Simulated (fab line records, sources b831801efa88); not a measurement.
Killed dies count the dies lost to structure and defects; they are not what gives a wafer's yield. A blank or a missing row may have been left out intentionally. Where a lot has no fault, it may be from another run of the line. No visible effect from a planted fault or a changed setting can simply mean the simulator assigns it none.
2 desks, one fault + flow gf180mcu + only its own numbers are on each desk; what lay behind them is given at the end

== AT THE METROLOGY DESK ==
What the gauges read for every lot (on any tool): the sampled wafers with a number, averaged. A lot is out of limits, marked OUT, if its mean lies more than 4 standard deviations from the usual mean; the brackets give that distance.
Columns: A = V1_CVD_00_THK at GF_V1_THK_MEAS_01, usual 601 nm; B = V1_CVD_02_THK at GF_V1_THK_MEAS_03, usual 852 nm; C = V1_BOW at GF_V1_BOW_MEAS_05, usual 83 um; D = cdNm at GF_V1_CD_MEAS_14, usual 259.9 nm; E = V1_OVL at GF_V1_OVL_MEAS_15, usual -2 nm
| lot  | first seen here | A   | B   | C  | D     | E  |
|------|-----------------|-----|-----|----|-------|----|
| L388 | day 17 02:09    | 601 | 852 | 85 | 260.7 | -3 |
| L390 | day 17 19:13    | 599 | 842 | 84 | 259.5 | 4  |
| L394 | day 19 08:40    | 595 | 840 | 86 | 257.3 | 3  |
| L401 | day 22 03:07    | 599 | 855 | 80 | 260.3 | 2  |
| L405 | day 23 08:37    | 603 | 854 | 72 | 259.8 | -3 |
Result from this desk: across the 5 lots, nothing is out of limits.

== DESK OF THE TOOL OWNER: lithoTrack-02 ==
Per lot that ran on this tool, the mean of the sampled wafers carrying a number, from the tool's own readings at GF_V1_SOFTBAKE_10 (time 60 s). A lot is out of limits, marked OUT, if its mean lies more than 4 standard deviations from the usual mean; the brackets give that distance.
Columns: A = chillPlateTempC at GF_V1_SOFTBAKE_10, usual 22.99 C; B = heaterPowerTotalW at GF_V1_SOFTBAKE_10, usual 93.04 W; C = runLengthS at GF_V1_SOFTBAKE_10, usual 89.06 s
| lot  | first seen here | A     | B                       | C               |
|------|-----------------|-------|-------------------------|-----------------|
| L388 | day 17 14:00    | 23.00 | 92.99                   | 89.15           |
| L394 | day 19 20:00    | 22.93 | 99.49 (+99 or more) OUT | 78.36 (-63) OUT |
| L405 | day 23 20:00    | 22.95 | 93.04                   | 89.20           |
This desk finds L394 out of limits, L394 being first, at day 19 20:00 (heaterPowerTotalW at GF_V1_SOFTBAKE_10). L388, L405: within limits.

== PUT TOGETHER ==
The tool owner's desk had the chance to raise an alarm at day 19 20:00 on L394.
The metrology desk saw nothing out of limits.
The metrology desk has L394 on record, within its limits.
GF_V1_SOFTBAKE_10 was run on lithoTrack-02 by each of the lots named.

== WHAT THE SIMULATOR HAD INSERTED ==
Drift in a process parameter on lithoTrack-02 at GF_V1_SOFTBAKE_10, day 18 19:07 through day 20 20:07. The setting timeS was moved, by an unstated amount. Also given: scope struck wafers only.
Struck lots among those shown: L394.
Time in hours from fault onset to the first out-of-limits reading at each desk: the tool owner's desk, 25.
